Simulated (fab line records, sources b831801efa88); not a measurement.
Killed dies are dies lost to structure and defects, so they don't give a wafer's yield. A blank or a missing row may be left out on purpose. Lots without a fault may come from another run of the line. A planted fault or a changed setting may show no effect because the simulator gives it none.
A struck lot beside a sound one | flow sky130 | 43 steps out of a route of 708
Sound: wafers L202.1, L202.2, L202.6. Struck: wafers L206.1, L206.3, L206.4. The cause comes at the end.
At each step with rows: each side's tool, then ch and its chambers, then its first start. Under that, the readings that differ: sound wafers | struck wafers | difference of the means | sigmas: that difference in standard deviations of wafers without a fault.
alike: readings whose means differ by less than 2 such deviations, and words and numbers that are the same on both sides. not compared: withheld readings, readings that some wafer has no value for, bounds like >300 that may hide the same value, and numbers for which the record gives no deviation and whose values overlap.
The two part at a step that has a row with sigmas, a row that says differs or no value, or rows on one side only. Numbers that don't overlap but have no deviation are shown without sigmas and don't part them. A reading that every wafer of one side lacks parts them only if that side has two wafers or more.

first, 7 steps without rows for these wafers: SKY_FIELD_ISO_HMDS_06 (prime time 60 s); SKY_FIELD_ISO_COAT_07 (resist thk 60 nm); SKY_FIELD_ISO_COAT_08 (resist thk 450 nm); SKY_FIELD_ISO_SOFTBAKE_09 (time 90 s); SKY_FIELD_ISO_EXPOSE_10 (exposes mask FOM, target cd 150 nm); SKY_FIELD_ISO_PEB_11; SKY_FIELD_ISO_DEVELOP_12 (develop time 60 s).
SKY_FIELD_ISO_CD_MEAS_13: target cd 150 nm.
  sound on cd_sem-01, day 2 10:04; struck on cd_sem-02, day 4 01:22
  alike: cd_nm
SKY_FIELD_ISO_ETCH_14: etches BARC in N2/H2, stops on SiO2, time 45.9 s, target depth 60 nm.
  sound on rie_diel-03 ch 0,2,3, day 2 10:11; struck on rie_diel-03 ch 0,2,3, day 4 01:29
  alike: drypump_motor_current_A, oes_product_au, throttle_valve_pct
  not compared: rf_hours_counter_h
SKY_FIELD_ISO_ETCH_15: etches the open film in CHF3/O2, stops on Si, target depth 180 nm, time 72 s.
  sound on rie_diel-03 ch 0,2,3, day 2 10:14; struck on rie_diel-03 ch 0,2,3, day 4 01:32
  alike: chf3_flow_sccm, drypump_motor_current_A, oes_product_au, throttle_valve_pct
  not compared: rf_hours_counter_h
SKY_FIELD_ISO_STRIP_16: strips in O2/N2.
  sound on plasma_asher-01 ch 0,1, day 2 10:17; struck on plasma_asher-01 ch 0,1, day 4 01:35
  alike: drypump_motor_current_A, oes_product_au, strip_time_to_endpoint_s
  not compared: rf_hours_counter_h
then, 1 step without rows for these wafers: SKY_FIELD_ISO_ETCH_17 (etches Si in HBr/Cl2/O2, target depth 342 nm, time 97.7 s).
SKY_FIELD_ISO_WET_ETCH_18: etches Si3N4 in H3PO4, target depth 25 nm, time 286 s.
  sound on wet_bench-03 ch 2, day 2 10:27; struck on wet_bench-03 ch 1, day 4 01:45
then, 4 steps without rows for these wafers: SKY_FIELD_ISO_CLEAN_19 (cleans in SC1/SC2, time 152.6 s); SKY_FIELD_ISO_CLEAN_20 (cleans in dHF, time 20 s); SKY_FIELD_ISO_WET_ETCH_21 (etches SiO2 in dHF, target depth 20 nm, time 400 s); SKY_FIELD_ISO_OXIDATION_22 (stabilise 600 s, purge 300 s, target thk 10 nm).
SKY_FIELD_ISO_THK_MEAS_23:
  sound on film_metro-01, day 2 12:25; struck on film_metro-01, day 4 03:49
  reading                         | sound          | struck            | difference | sigmas
  FIELD_ISO_OXIDATION_01_THK (nm) | 9.84 9.74 9.48 | 10.23 10.30 10.36 | +0.61      | +3
then, 1 step without rows for these wafers: SKY_FIELD_ISO_CVD_24 (deposits SiO2, target thk 595 nm, time 99.2 s).
SKY_FIELD_ISO_THK_MEAS_25:
  sound on film_metro-03, day 2 12:32; struck on film_metro-04, day 4 03:56
  alike: FIELD_ISO_CVD_24_THK
then, 1 step without rows for these wafers: SKY_FIELD_ISO_ANNEAL_26 (time 1800 s).
SKY_FIELD_ISO_CMP_27: polishes, stops on Si3N4, t overpolish 16 s, target thk 457.8 nm.
  sound on cmp-01 ch 0,1,3, day 2 18:28; struck on cmp-01 ch 1,2,3, day 4 06:29
  alike: edge_zone_pressure_frac, motor_current_A, overpolish_run_s, time_to_endpoint_s
then, 5 steps without rows for these wafers: SKY_FIELD_ISO_WET_ETCH_28 (etches SiO2 in dHF, target depth 23.7 nm, time 47 s); SKY_FIELD_ISO_WET_ETCH_29 (etches Si3N4 in H3PO4, target depth 160 nm, time 1825 s); SKY_FIELD_ISO_WET_ETCH_30 (etches SiO2 in dHF, target depth 25 nm, time 50 s); SKY_NWELL_CLEAN_00 (cleans in SC1/SC2, time 150 s); SKY_NWELL_OXIDATION_01 (stabilise 600 s, purge 300 s, target thk 10 nm).
SKY_NWELL_THK_MEAS_02:
  sound on film_metro-02, day 2 20:46; struck on film_metro-02, day 4 09:22
  alike: NWELL_OXIDATION_THK
then, 8 steps without rows for these wafers: SKY_DNWELL_DEHYDRATE_00 (time 60 s); SKY_DNWELL_HMDS_01 (prime time 60 s); SKY_DNWELL_COAT_02 (resist thk 3000 nm); SKY_DNWELL_SOFTBAKE_03; SKY_DNWELL_EXPOSE_04 (exposes mask DNM, target cd 3000 nm); SKY_DNWELL_PEB_05; SKY_DNWELL_DEVELOP_06 (develop time 60 s); SKY_DNWELL_IMPLANT_07.
SKY_DNWELL_STRIP_08: strips in O2/N2.
  sound on plasma_asher-02 ch 0,1, day 3 10:10; struck on plasma_asher-04 ch 0,1, day 5 01:31
  alike: drypump_motor_current_A, oes_product_au, strip_time_to_endpoint_s
  not compared: rf_hours_counter_h
SKY_DNWELL_TW_MEAS_09:
  sound on film_metro-02, day 3 10:16; struck on film_metro-01, day 5 01:37
  alike: DNWELL_TW
then, 4 steps without rows for these wafers: SKY_PWDE_DEHYDRATE_00 (time 60 s); SKY_PWDE_HMDS_01 (prime time 60 s); SKY_PWDE_COAT_02 (resist thk 3000 nm); SKY_PWDE_SOFTBAKE_03.
-- the record jumps here: 43 days lie between the struck wafers' starts before and after (it left off in module PWDE and takes up again in module PAD_OPEN, whose first step shown is number 708 of the route) --
SKY_PAD_OPEN_PROBE_99:
  sound on prober-01, day 45 13:53; struck on prober-01, day 47 21:46
  reading             | sound    | struck      | difference | sigmas
  killed_at_front_end | 12 15 23 | 78 85 83    | +65        | +15
  killed_dies         | 86 84 91 | 151 146 141 | +59        | +6
  killed_on_rim       | 12 19 9  | 26 31 29    | +15        | +4
  alike: killed_at_M0_to_M3, killed_at_M4_up, killed_at_contacts, killed_at_other, killed_open, killed_short

WHERE THEY PART
First at SKY_FIELD_ISO_THK_MEAS_23; last, within this record, at SKY_PAD_OPEN_PROBE_99.

WHY: what the simulator had put in
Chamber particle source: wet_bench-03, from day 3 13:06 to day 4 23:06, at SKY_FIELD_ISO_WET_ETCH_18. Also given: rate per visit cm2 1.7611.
